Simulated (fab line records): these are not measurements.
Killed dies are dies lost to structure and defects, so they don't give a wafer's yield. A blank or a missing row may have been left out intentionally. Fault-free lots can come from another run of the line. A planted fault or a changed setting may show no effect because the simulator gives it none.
A lot that was struck, set against a sound lot -- flow sky130 -- 15 steps out of a route of 708
Sound: wafers L869.1, L869.2, L869.6. Wafers L861.1, L861.2, L861.5 were the ones struck. The cause is named last.
Each step with rows lists, per side, the tool, then ch with its chambers, then its first start. Under that, the readings that differ: sound wafers -- struck wafers -- difference of the means -- sigmas: that difference in standard deviations of wafers without a fault.
alike: same words and numbers on both sides, and readings whose means sit less than 2 such deviations apart. not compared: any withheld reading, any reading some wafer has no value for, any bound like >300 that may hide the same value, and any number with overlapping values for which the record gives no deviation.
The two part at a step that has a row with sigmas, a row that says differs or no value, or rows on one side only. When numbers do not overlap yet have no deviation, they are printed without sigmas and do not part them. A reading that every wafer of one side lacks parts them only if that side has two wafers or more.

first, 7 steps without rows for these wafers: SKY_POLY_GATE_HMDS_06 (prime time 60 s); SKY_POLY_GATE_COAT_07 (resist thk 110 nm); SKY_POLY_GATE_COAT_08 (resist thk 450 nm); SKY_POLY_GATE_SOFTBAKE_09 (time 90 s); SKY_POLY_GATE_EXPOSE_10 (exposes mask P1M, target cd 150 nm); SKY_POLY_GATE_PEB_11; SKY_POLY_GATE_DEVELOP_12 (develop time 60 s).
SKY_POLY_GATE_CD_MEAS_13: the cd target is 150 nm.
  struck on cd-sem-01, day 19 21:11; sound on cd-sem-02, day 22 12:11
  alike: cd-nm
SKY_POLY_GATE_OVL_MEAS_14:
  struck on overlay-02, day 19 21:18; sound on overlay-01, day 22 12:18
  alike: POLY_GATE_OVL
SKY_POLY_GATE_ETCH_15: etches BARC in N2/H2, stops on SiO2, time 118.5 s, target depth 110 nm.
  sound on rie-diel-02 ch 0,1, day 22 12:20; struck on rie-diel-02 ch 2,3, day 19 21:20
  alike: drypump-motor-current-A, oes-product-au, throttle-valve-pct
  not compared: rf-hours-counter-h
SKY_POLY_GATE_ETCH_16: etches Si3N4 in CH3F/O2, stops on poly-Si, time 147.5 s, target depth 75 nm.
  sound on rie-diel-02 ch 0,1, day 22 12:25; struck on rie-diel-02 ch 2,3, day 19 21:25
  alike: ch3f-flow-sccm, drypump-motor-current-A, oes-product-au, throttle-valve-pct
  not compared: rf-hours-counter-h
SKY_POLY_GATE_ETCH_17: etches poly-Si in HBr/Cl2, stops on SiO2, target depth 180 nm, time 70.5 s.
  sound on rie-si-01 ch 1,2,3, day 22 12:31; struck on rie-si-02 ch 0,2,3, day 19 21:31
  alike: drypump-motor-current-A, oes-product-au, throttle-valve-pct
  not compared: rf-hours-counter-h
SKY_POLY_GATE_STRIP_18: strips in O2/N2.
  sound on plasma-asher-04 ch 0,1, day 22 12:34; struck on plasma-asher-03 ch 0,1, day 19 21:34
  no value came back on the struck wafers for chamber-pressure-mTorr (mTorr), drypump-motor-current-A (A), oes-product-au (a.u.), strip-time-to-endpoint-s (s); on the sound wafers chamber-pressure-mTorr (mTorr) reads 1499.0 1499.5 1499.1
reading,sound,struck,difference,sigmas
model.KrF-thick_of_POLY_GATE_COAT_08.thk-nm (nm),0 0 0,136.3 137.5 138.3,+137.4,
model.BARC_of_POLY_GATE_COAT_07.thk-nm (nm),0 0 0,109.9 110.2 109.9,+110.0,
  not compared: rf-hours-counter-h
then, 1 step without rows for these wafers: SKY_POLY_GATE_CLEAN_19 (cleans in SC1/SC2, time 150 s).
-- the record jumps here: 29 days lie between the struck wafers' starts before and after (it left off in module POLY_GATE and takes up again in module PAD_OPEN, whose first step shown is number 708 of the route) --
SKY_PAD_OPEN_PROBE_99:
  struck on prober-02, day 48 11:02; sound on prober-02, day 49 22:35
reading,sound,struck,difference,sigmas
killed-at-front-end,19 11 12,431 413 412,+405,+94
killed-dies,78 87 66,492 492 492,+415,+43
killed-on-rim,15 18 11,96 96 96,+81,+19
  alike: killed_at_M0_to_M3, killed_at_M4_up, killed-at-contacts, killed-at-other, killed-open, killed-short

WHERE THEY PART
Last at SKY_PAD_OPEN_PROBE_99 as far as this record goes, first at SKY_POLY_GATE_STRIP_18.

WHY: what the simulator had put in
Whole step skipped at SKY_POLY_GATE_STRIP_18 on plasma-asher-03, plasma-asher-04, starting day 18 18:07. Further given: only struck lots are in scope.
